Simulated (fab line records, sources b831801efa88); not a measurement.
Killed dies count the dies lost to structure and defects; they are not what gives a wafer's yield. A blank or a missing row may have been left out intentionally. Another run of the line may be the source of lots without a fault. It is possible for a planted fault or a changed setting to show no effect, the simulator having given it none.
Which of the tools did it? / flow gf180mcu / 72 wafers from 24 lots sampled at 4 of the route's 602 steps

WHAT THE GAUGES READ, wafer by wafer
GF_V1_THK_MEAS_25: measures by xrf. Usual: V1_W_THK gives 353 nm (standard deviation 5).
lot=L074; measured=day 18 08:37; on=film-metro-02; V1_W_THK (nm)=354 344 349; flag=
lot=L075; measured=day 18 12:26; on=film-metro-01; V1_W_THK (nm)=353 352 355; flag=
lot=L076; measured=day 19 05:09; on=film-metro-02; V1_W_THK (nm)=352 356 351; flag=
lot=L077; measured=day 19 09:21; on=film-metro-03; V1_W_THK (nm)=357 358 361; flag=
lot=L078; measured=day 19 20:17; on=film-metro-03; V1_W_THK (nm)=363 356 368; flag=
lot=L079; measured=day 20 07:49; on=film-metro-01; V1_W_THK (nm)=354 351 362; flag=
lot=L080; measured=day 20 15:25; on=film-metro-01; V1_W_THK (nm)=356 356 354; flag=
lot=L081; measured=day 21 02:22; on=film-metro-02; V1_W_THK (nm)=352 347 347; flag=
lot=L082; measured=day 21 11:56; on=film-metro-03; V1_W_THK (nm)=352 354 357; flag=
lot=L083; measured=day 21 17:10; on=film-metro-03; V1_W_THK (nm)=353 356 355; flag=
lot=L084; measured=day 22 06:59; on=film-metro-01; V1_W_THK (nm)=360 356 356; flag=
lot=L085; measured=day 22 11:09; on=film-metro-01; V1_W_THK (nm)=349 355 351; flag=
lot=L086; measured=day 22 21:13; on=film-metro-01; V1_W_THK (nm)=356 348 360; flag=
lot=L087; measured=day 23 03:35; on=film-metro-02; V1_W_THK (nm)=350 348 349; flag=
lot=L088; measured=day 23 10:41; on=film-metro-02; V1_W_THK (nm)=350 350 351; flag=
lot=L089; measured=day 23 20:55; on=film-metro-01; V1_W_THK (nm)=354 350 354; flag=
lot=L090; measured=day 24 02:25; on=film-metro-01; V1_W_THK (nm)=354 353 357; flag=
lot=L091; measured=day 24 09:28; on=film-metro-01; V1_W_THK (nm)=350 352 353; flag=
lot=L092; measured=day 24 19:39; on=film-metro-02; V1_W_THK (nm)=347 348 348; flag=
lot=L093; measured=day 25 01:29; on=film-metro-03; V1_W_THK (nm)=353 354 355; flag=
lot=L094; measured=day 25 09:39; on=film-metro-01; V1_W_THK (nm)=347 351 356; flag=
lot=L095; measured=day 25 16:12; on=film-metro-01; V1_W_THK (nm)=345 347 350; flag=
lot=L096; measured=day 26 01:40; on=film-metro-03; V1_W_THK (nm)=366 362 366; flag=
lot=L097; measured=day 26 05:29; on=film-metro-01; V1_W_THK (nm)=358 355 357; flag=

GF_M4_RS_MEAS_05: measurement is done with a four-point probe. Usual: M4_ALCU_RS gives 0.0701 ohm/sq (standard deviation 0.00084).
lot=L074; measured=day 22 15:35; on=film-metro-04; M4_ALCU_RS (ohm/sq)=0.0708 0.0708 0.0704; flag=
lot=L075; measured=day 22 19:44; on=film-metro-03; M4_ALCU_RS (ohm/sq)=0.0702 0.0715 0.0703; flag=
lot=L076; measured=day 23 12:41; on=film-metro-04; M4_ALCU_RS (ohm/sq)=0.0703 0.0696 0.0701; flag=
lot=L077; measured=day 23 15:49; on=film-metro-01; M4_ALCU_RS (ohm/sq)=0.0709 0.0711 0.0708; flag=
lot=L078; measured=day 24 00:45; on=film-metro-01; M4_ALCU_RS (ohm/sq)=0.0710 0.0696 0.0708; flag=
lot=L079; measured=day 24 12:30; on=film-metro-04; M4_ALCU_RS (ohm/sq)=0.0700 0.0699 0.0687; flag=
lot=L080; measured=day 24 19:52; on=film-metro-03; M4_ALCU_RS (ohm/sq)=0.0702 0.0701 0.0696; flag=
lot=L081; measured=day 25 06:31; on=film-metro-03; M4_ALCU_RS (ohm/sq)=0.0717 0.0705 0.0711; flag=
lot=L082; measured=day 25 11:49; on=film-metro-01; M4_ALCU_RS (ohm/sq)=0.0708 0.0703 0.0710; flag=
lot=L083; measured=day 25 18:17; on=film-metro-01; M4_ALCU_RS (ohm/sq)=0.0705 0.0698 0.0707; flag=
lot=L084; measured=day 26 05:26; on=film-metro-03; M4_ALCU_RS (ohm/sq)=0.0706 0.0694 0.0695; flag=
lot=L085; measured=day 26 10:04; on=film-metro-01; M4_ALCU_RS (ohm/sq)=0.0705 0.0710 0.0707; flag=
lot=L086; measured=day 26 19:38; on=film-metro-01; M4_ALCU_RS (ohm/sq)=0.0696 0.0690 0.0683; flag=
lot=L087; measured=day 27 01:48; on=film-metro-03; M4_ALCU_RS (ohm/sq)=0.0707 0.0712 0.0714; flag=
lot=L088; measured=day 27 08:10; on=film-metro-01; M4_ALCU_RS (ohm/sq)=0.0709 0.0688 0.0696; flag=
lot=L089; measured=day 27 18:25; on=film-metro-04; M4_ALCU_RS (ohm/sq)=0.0701 0.0700 0.0713; flag=
lot=L090; measured=day 27 22:02; on=film-metro-01; M4_ALCU_RS (ohm/sq)=0.0703 0.0695 0.0709; flag=
lot=L091; measured=day 28 04:34; on=film-metro-03; M4_ALCU_RS (ohm/sq)=0.0702 0.0695 0.0693; flag=
lot=L092; measured=day 28 14:04; on=film-metro-03; M4_ALCU_RS (ohm/sq)=0.0706 0.0688 0.0707; flag=
lot=L093; measured=day 28 18:23; on=film-metro-01; M4_ALCU_RS (ohm/sq)=0.0694 0.0694 0.0687; flag=
lot=L094; measured=day 29 01:52; on=film-metro-03; M4_ALCU_RS (ohm/sq)=0.0708 0.0710 0.0709; flag=
lot=L095; measured=day 29 08:18; on=film-metro-04; M4_ALCU_RS (ohm/sq)=0.0708 0.0712 0.0709; flag=
lot=L096; measured=day 29 16:58; on=film-metro-04; M4_ALCU_RS (ohm/sq)=0.0684 0.0685 0.0692; flag=
lot=L097; measured=day 29 21:15; on=film-metro-04; M4_ALCU_RS (ohm/sq)=0.0710 0.0697 0.0701; flag=

EACH LOT AND THE TOOL THAT RAN IT (in order: tool; ch and the chambers of the sampled wafers; start)
lot=L074; GF_V1_ETCH_17=rie-diel-02 ch 0,2,3, day 18 08:37 or earlier; GF_M2_SPUTTER_00=pvd-sputter-03, day 18 08:58
lot=L075; GF_V1_ETCH_17=rie-diel-04 ch 1,2, day 18 12:26 or earlier; GF_M2_SPUTTER_00=pvd-sputter-03, day 18 12:47
lot=L076; GF_V1_ETCH_17=rie-diel-04 ch 0,1,3, day 19 05:09 or earlier; GF_M2_SPUTTER_00=pvd-sputter-02, day 19 05:29
lot=L077; GF_V1_ETCH_17=rie-diel-02 ch 0,1, day 19 09:21 or earlier; GF_M2_SPUTTER_00=pvd-sputter-03, day 19 09:41
lot=L078; GF_V1_ETCH_17=rie-diel-02 ch 1,3, day 19 20:17 or earlier; GF_M2_SPUTTER_00=pvd-sputter-03, day 19 21:08
lot=L079; GF_V1_ETCH_17=rie-diel-04 ch 1,2,3, day 20 07:49 or earlier; GF_M2_SPUTTER_00=pvd-sputter-02, day 20 08:19
lot=L080; GF_V1_ETCH_17=rie-diel-02 ch 0,1,3, day 20 15:25 or earlier; GF_M2_SPUTTER_00=pvd-sputter-03, day 20 15:47
lot=L081; GF_V1_ETCH_17=rie-diel-02 ch 0,2,3, day 21 02:22 or earlier; GF_M2_SPUTTER_00=pvd-sputter-04, day 21 02:43
lot=L082; GF_V1_ETCH_17=rie-diel-02 ch 0,1,3, day 21 11:56 or earlier; GF_M2_SPUTTER_00=pvd-sputter-04, day 21 12:16
lot=L083; GF_V1_ETCH_17=rie-diel-04 ch 0,3, day 21 17:10 or earlier; GF_M2_SPUTTER_00=pvd-sputter-03, day 21 17:32
lot=L084; GF_V1_ETCH_17=rie-diel-02 ch 0,1,3, day 22 06:59 or earlier; GF_M2_SPUTTER_00=pvd-sputter-04, day 22 07:21
lot=L085; GF_V1_ETCH_17=rie-diel-01 ch 0,1,2, day 22 11:09 or earlier; GF_M2_SPUTTER_00=pvd-sputter-02, day 22 11:30
lot=L086; GF_V1_ETCH_17=rie-diel-01 ch 0,1,2, day 22 21:13 or earlier; GF_M2_SPUTTER_00=pvd-sputter-04, day 22 21:34
lot=L087; GF_V1_ETCH_17=rie-diel-02 ch 1,2,3, day 23 03:35 or earlier; GF_M2_SPUTTER_00=pvd-sputter-04, day 23 03:56
lot=L088; GF_V1_ETCH_17=rie-diel-02 ch 0,2, day 23 10:41 or earlier; GF_M2_SPUTTER_00=pvd-sputter-03, day 23 11:02
lot=L089; GF_V1_ETCH_17=rie-diel-02 ch 0,1, day 23 20:55 or earlier; GF_M2_SPUTTER_00=pvd-sputter-02, day 23 21:16
lot=L090; GF_V1_ETCH_17=rie-diel-01 ch 1,3, day 24 02:25 or earlier; GF_M2_SPUTTER_00=pvd-sputter-03, day 24 02:46
lot=L091; GF_V1_ETCH_17=rie-diel-01 ch 1,2,3, day 24 09:28 or earlier; GF_M2_SPUTTER_00=pvd-sputter-02, day 24 09:50
lot=L092; GF_V1_ETCH_17=rie-diel-02 ch 1,3, day 24 19:39 or earlier; GF_M2_SPUTTER_00=pvd-sputter-02, day 24 20:00
lot=L093; GF_V1_ETCH_17=rie-diel-01 ch 0,1, day 25 01:29 or earlier; GF_M2_SPUTTER_00=pvd-sputter-04, day 25 01:50
lot=L094; GF_V1_ETCH_17=rie-diel-02 ch 0,2,3, day 25 09:39 or earlier; GF_M2_SPUTTER_00=pvd-sputter-03, day 25 10:01
lot=L095; GF_V1_ETCH_17=rie-diel-04 ch 1,3, day 25 16:12 or earlier; GF_M2_SPUTTER_00=pvd-sputter-03, day 25 16:34
lot=L096; GF_V1_ETCH_17=rie-diel-01 ch 0,1,3, day 26 01:40 or earlier; GF_M2_SPUTTER_00=pvd-sputter-02, day 26 02:02
lot=L097; GF_V1_ETCH_17=rie-diel-02 ch 0,1,3, day 26 05:29 or earlier; GF_M2_SPUTTER_00=pvd-sputter-03, day 26 05:49
- GF_V1_ETCH_17: etches SiO2 in C4F8/O2/Ar, stops on TiN, target depth 630 nm.
- GF_M2_SPUTTER_00: material Ti, target thk 37.5 nm, time 150 s.

AS READ BY THE TOOLS THEMSELVES (means over the sampled wafers that have a number; for cases with no such wafer, the mark the record gives instead)
GF_V1_ETCH_17. Usual: oes-product-au at 0.857 a.u., with a standard deviation of 0.0044.
lot=L074; tool=rie-diel-02; oes-product-au (a.u.)=0.861; flag=
lot=L075; tool=rie-diel-04; oes-product-au (a.u.)=0.854; flag=
lot=L076; tool=rie-diel-04; oes-product-au (a.u.)=0.856; flag=
lot=L077; tool=rie-diel-02; oes-product-au (a.u.)=0.856; flag=
lot=L078; tool=rie-diel-02; oes-product-au (a.u.)=0.855; flag=
lot=L079; tool=rie-diel-04; oes-product-au (a.u.)=0.853; flag=
lot=L080; tool=rie-diel-02; oes-product-au (a.u.)=0.857; flag=
lot=L081; tool=rie-diel-02; oes-product-au (a.u.)=0.857; flag=
lot=L082; tool=rie-diel-02; oes-product-au (a.u.)=0.854; flag=
lot=L083; tool=rie-diel-04; oes-product-au (a.u.)=0.856; flag=
lot=L084; tool=rie-diel-02; oes-product-au (a.u.)=0.855; flag=
lot=L085; tool=rie-diel-01; oes-product-au (a.u.)=0.852; flag=
lot=L086; tool=rie-diel-01; oes-product-au (a.u.)=0.857; flag=
lot=L087; tool=rie-diel-02; oes-product-au (a.u.)=0.856; flag=
lot=L088; tool=rie-diel-02; oes-product-au (a.u.)=0.859; flag=
lot=L089; tool=rie-diel-02; oes-product-au (a.u.)=0.859; flag=
lot=L090; tool=rie-diel-01; oes-product-au (a.u.)=0.854; flag=
lot=L091; tool=rie-diel-01; oes-product-au (a.u.)=0.860; flag=
lot=L092; tool=rie-diel-02; oes-product-au (a.u.)=0.855; flag=
lot=L093; tool=rie-diel-01; oes-product-au (a.u.)=0.856; flag=
lot=L094; tool=rie-diel-02; oes-product-au (a.u.)=0.859; flag=
lot=L095; tool=rie-diel-04; oes-product-au (a.u.)=0.859; flag=
lot=L096; tool=rie-diel-01; oes-product-au (a.u.)=0.858; flag=
lot=L097; tool=rie-diel-02; oes-product-au (a.u.)=0.854; flag=

GF_M2_SPUTTER_00. Usual: throttle-valve-pct at 30.2 %, with a standard deviation of 1.2.
lot=L074; tool=pvd-sputter-03; throttle-valve-pct (%)=30.7; flag=
lot=L075; tool=pvd-sputter-03; throttle-valve-pct (%)=30.6; flag=
lot=L076; tool=pvd-sputter-02; throttle-valve-pct (%)=30.4; flag=
lot=L077; tool=pvd-sputter-03; throttle-valve-pct (%)=29.6; flag=
lot=L078; tool=pvd-sputter-03; throttle-valve-pct (%)=31.9; flag=
lot=L079; tool=pvd-sputter-02; throttle-valve-pct (%)=30.5; flag=
lot=L080; tool=pvd-sputter-03; throttle-valve-pct (%)=30.0; flag=
lot=L081; tool=pvd-sputter-04; throttle-valve-pct (%)=30.8; flag=
lot=L082; tool=pvd-sputter-04; throttle-valve-pct (%)=29.7; flag=
lot=L083; tool=pvd-sputter-03; throttle-valve-pct (%)=30.7; flag=
lot=L084; tool=pvd-sputter-04; throttle-valve-pct (%)=29.8; flag=
lot=L085; tool=pvd-sputter-02; throttle-valve-pct (%)=30.1; flag=
lot=L086; tool=pvd-sputter-04; throttle-valve-pct (%)=29.5; flag=
lot=L087; tool=pvd-sputter-04; throttle-valve-pct (%)=29.7; flag=
lot=L088; tool=pvd-sputter-03; throttle-valve-pct (%)=31.3; flag=
lot=L089; tool=pvd-sputter-02; throttle-valve-pct (%)=30.3; flag=
lot=L090; tool=pvd-sputter-03; throttle-valve-pct (%)=30.2; flag=
lot=L091; tool=pvd-sputter-02; throttle-valve-pct (%)=31.0; flag=
lot=L092; tool=pvd-sputter-02; throttle-valve-pct (%)=30.5; flag=
lot=L093; tool=pvd-sputter-04; throttle-valve-pct (%)=29.2; flag=
lot=L094; tool=pvd-sputter-03; throttle-valve-pct (%)=31.1; flag=
lot=L095; tool=pvd-sputter-03; throttle-valve-pct (%)=29.5; flag=
lot=L096; tool=pvd-sputter-02; throttle-valve-pct (%)=30.5; flag=
lot=L097; tool=pvd-sputter-03; throttle-valve-pct (%)=31.2; flag=

THE ANSWER, worked out from the rows above alone
Rule: lot off if the mean of its wafers having a number is beyond 3 standard deviations from the usual mean. Also off: a lot with no number at a reading for which 4 or more lots have one. Any other lot the step has rows for is counted as sound. The gauges are gone through in route order, then the tools' own readings, and for those a lot's mean is taken as printed above. At the first step where some lot is off, the reading lying furthest off is the one used; lots without a number count as furthest.
Nothing can be told from this: no lot is off at any reading shown.

WHAT THE SIMULATOR PUT IN
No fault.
